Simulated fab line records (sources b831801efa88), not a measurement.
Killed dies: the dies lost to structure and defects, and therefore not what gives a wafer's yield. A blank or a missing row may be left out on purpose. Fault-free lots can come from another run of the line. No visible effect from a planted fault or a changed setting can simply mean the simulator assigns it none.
Which tool was responsible?	flow sky130	13 lots, 39 wafers sampled, at 4 steps of a route of 708

== WHAT THE GAUGES SHOWED, per wafer ==
SKY_FIELD_ISO_THK_MEAS_25.
lot	measured	on	FIELD_ISO_CVD_24_THK (nm)
L125	day 2 09:34	film-metro-03	594 606 586
L126	day 2 16:11	film-metro-01	592 603 596
L127	day 3 03:19	film-metro-01	591 589 582
L129	day 3 03:23	film-metro-03	593 591 594
L130	day 3 14:26	film-metro-03	585 586 580
L132	day 4 03:10	film-metro-03	577 602 581
L131	day 4 03:13	film-metro-02	583 586 576
L133	day 4 07:07	film-metro-02	606 595 606
L134	day 4 07:12	film-metro-02	610 597 592
L135	day 4 16:57	film-metro-03	597 593 601
L136	day 5 01:24	film-metro-02	589 589 611
L137	day 5 01:24	film-metro-03	605 599 604
L138	day 5 06:14	film-metro-02	601 597 600

SKY_NWELL_THK_MEAS_02.
lot	measured	on	NWELL_OXIDATION_THK (nm)
L125	day 2 21:37	film-metro-01	9.95 9.89 9.88
L126	day 3 10:13	film-metro-02	10.14 10.02 9.98
L127	day 3 18:27	film-metro-01	10.08 10.16 9.98
L129	day 3 18:28	film-metro-04	10.24 10.27 10.17
L130	day 4 05:49	film-metro-04	10.43 10.54 10.45
L132	day 4 18:14	film-metro-01	10.38 10.44 10.46
L131	day 4 18:13	film-metro-02	10.57 10.37 10.53
L133	day 4 18:13	film-metro-04	10.24 10.11 10.11
L134	day 4 18:17	film-metro-01	10.25 10.28 10.33
L135	day 5 03:26	film-metro-04	10.02 9.85 10.09
L136	day 5 09:12	film-metro-04	10.24 10.53 10.31
L137	day 5 09:12	film-metro-02	10.28 10.29 10.37
L138	day 5 10:35	film-metro-02	10.05 10.05 9.97

SKY_DNWELL_TW_MEAS_09.
lot	measured	on	DNWELL_TW
L125	day 3 12:35	film-metro-01	1107 1103 1102
L126	day 4 01:11	film-metro-04	1121 1119 1117
L127	day 4 10:19	film-metro-01	1126 1121 1120
L129	day 4 10:35	film-metro-04	1115 1123 1120
L130	day 4 21:11	film-metro-04	1121 1117 1120
L132	day 5 11:08	film-metro-02	1130 1136 1132
L131	day 5 10:25	film-metro-01	1115 1118 1116
L133	day 5 10:46	film-metro-04	1106 1112 1116
L134	day 5 11:11	film-metro-01	1109 1121 1114
L135	day 5 20:31	film-metro-04	2014 2028 2021
L136	day 6 03:32	film-metro-04	2029 2028 2027
L137	day 6 03:11	film-metro-02	2050 2043 2050
L138	day 6 05:32	film-metro-04	2015 2024 2023

== TOOL THAT RAN EACH LOT (tool first, then ch and the chambers of the sampled wafers, then the start) ==
lot	SKY_DNWELL_IMPLANT_07
L125	implanter-01 ch 0, day 3 12:23
L126	implanter-04 ch 0, day 4 00:56
L127	implanter-01 ch 0, day 4 10:04
L129	implanter-03 ch 0, day 4 10:21
L130	implanter-03 ch 0, day 4 20:58
L132	implanter-03 ch 0, day 5 10:55
L131	implanter-01 ch 0, day 5 10:11
L133	implanter-04 ch 0, day 5 10:31
L134	implanter-01 ch 0, day 5 10:58
L135	implanter-01 ch 0, day 5 20:17
L136	implanter-01 ch 0, day 6 03:19
L137	implanter-03 ch 0, day 6 02:58
L138	implanter-03 ch 0, day 6 05:17
- SKY_DNWELL_IMPLANT_07

== WHAT THE TOOLS THEMSELVES READ (means of the sampled wafers that have a number; where no wafer has one, the mark that the record gives instead) ==
The record holds no such reading with a usual standard deviation.

== THE ANSWER, worked out from the rows above alone ==
Rule: what is usual is taken from the lots themselves. Put in order of their means at a reading, lots are off if they are a third of the lots or fewer, leave a main group of 4 or more, and stand apart from it by a gap of 3 or more times the standard deviation of the main group's means; of several such gaps the widest counts. A main group whose means are all the same, to the digits that the tables above print for the reading, isn't used. Also off: a lot with no number at a reading for which 4 or more lots have one. Where the step has rows for the other lots, those lots are counted as sound. Order of review: gauges by route order, followed by the tools' own readings, for which a lot's mean as printed above is used. The first step at which some lot is off is used, and at that step the reading that is off furthest; a lot without a number counts as furthest.
Off: L135, L136, L137, L138, at SKY_DNWELL_TW_MEAS_09 (DNWELL_TW). For the main group the mean is 1118 and the standard deviation 7.4.
A tool fits if, at a process step before that reading, it ran every lot that is off, and no sound lot after the first of them. Gauges at SKY_DNWELL_TW_MEAS_09: tried the same way as those tools. None of those tried fits.

== WHAT WAS PUT IN BY THE SIMULATOR ==
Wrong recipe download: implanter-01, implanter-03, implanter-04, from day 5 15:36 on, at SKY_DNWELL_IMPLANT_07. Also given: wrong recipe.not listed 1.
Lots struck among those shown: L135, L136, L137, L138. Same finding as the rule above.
